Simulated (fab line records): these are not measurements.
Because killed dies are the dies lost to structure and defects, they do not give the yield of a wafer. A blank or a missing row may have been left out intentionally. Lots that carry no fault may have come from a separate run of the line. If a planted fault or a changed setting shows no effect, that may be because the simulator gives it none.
One fault through the eyes of 2 desks ; flow sky130 ; each desk has only its own numbers; what lay behind them comes last

## THE TOOL OWNER'S DESK: implanter-04
The tool's own readings at SKY_PWDE_IMPLANT_08, given as means over the sampled wafers that have a number, one for each lot that went through this tool. If a lot's mean is further than 4 standard deviations from the usual mean, the lot is out of limits and carries the mark OUT (the distance appears in the brackets).
Columns: A = dose_ions_cm2 at SKY_PWDE_IMPLANT_08, usual 3.6e+12; B = faraday_current_uA at SKY_PWDE_IMPLANT_08, usual 20.3
lot;first seen here;A;B
L468;day 4 02:32;3.6e+12;20.3
L472;day 4 23:07;3.6e+12;20.3
L478;day 6 17:08;3.9e+12 (+69) OUT;21.9
L479;day 6 19:42;3.9e+12 (+70) OUT;22.0 (+4.1) OUT
This desk finds L478, L479 out of limits, L478 being first, at day 6 17:08 (dose_ions_cm2 at SKY_PWDE_IMPLANT_08). L468, L472: within limits.

## METROLOGY DESK
What the gauges read for every lot (on any tool): the sampled wafers with a number, averaged. If a lot's mean is further than 4 standard deviations from the usual mean, the lot is out of limits and carries the mark OUT (the distance appears in the brackets).
Columns: A = cd_nm at SKY_FIELD_ISO_CD_MEAS_13, usual 150.4 nm; B = PWDE_TW at SKY_PWDE_TW_MEAS_10, usual 374.5; C = PWDE_RS at SKY_NWELL_RS_MEAS_31, usual 5284 ohm/sq; D = VT_ADJUST_LVTN_TW at SKY_VT_ADJUST_LVTN_TW_MEAS_10, usual 243.3; E = cd_nm at SKY_VT_ADJUST_HVTR_CD_MEAS_07, usual 380.2 nm
lot;first seen here;A;B;C;D;E
L468;day 2 09:41;150.4;376.9;5291;241.2;379.2
L471;day 3 01:01;150.9;375.9;5306;239.5;377.3
L472;day 3 05:40;153.4;371.5;5269;244.6;379.6
L478;day 4 17:20;147.9;383.4 (+4.0) OUT;4929 (-21) OUT;245.0;379.9
L479;day 4 21:46;149.2;386.0 (+5.2) OUT;4944 (-20) OUT;245.3;378.9
L480;day 5 00:49;151.3;371.2;5274;245.1;380.7
L482;day 5 12:51;147.1;375.6;5291;243.4;383.0
L484;day 5 22:16;152.7;371.9;5297;240.5;379.0
L486;day 6 10:44;150.6;373.7;5298;241.8;381.9
L487;day 6 14:22;150.8;374.2;5264;245.3;381.5
L488;day 6 18:55;151.2;374.9;5287;244.4;377.3
L489;day 6 23:35;149.3;375.4;5288;244.6;380.8
Per this desk, out of limits: L478, L479; the first was L478, day 6 17:23 (PWDE_TW at SKY_PWDE_TW_MEAS_10). L468, L471, L472, L480, L482, L484, L486, L487, L488, L489: within limits.

## ALL TOGETHER
The tool owner's desk had the chance to raise an alarm at day 6 17:08 on L478, L479.
L478, L479 would have let the metrology desk raise an alarm at day 6 17:23.
Every lot named ran SKY_PWDE_IMPLANT_08 on implanter-04.

## WHAT THE SIMULATOR HAD PUT IN
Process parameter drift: implanter-04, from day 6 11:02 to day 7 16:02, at SKY_PWDE_IMPLANT_08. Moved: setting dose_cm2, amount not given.
Shown lots that were struck: L478, L479.
Counting hours from when the fault started, the first reading out of limits came at 6 for the tool owner's desk and at 6 for the metrology desk.
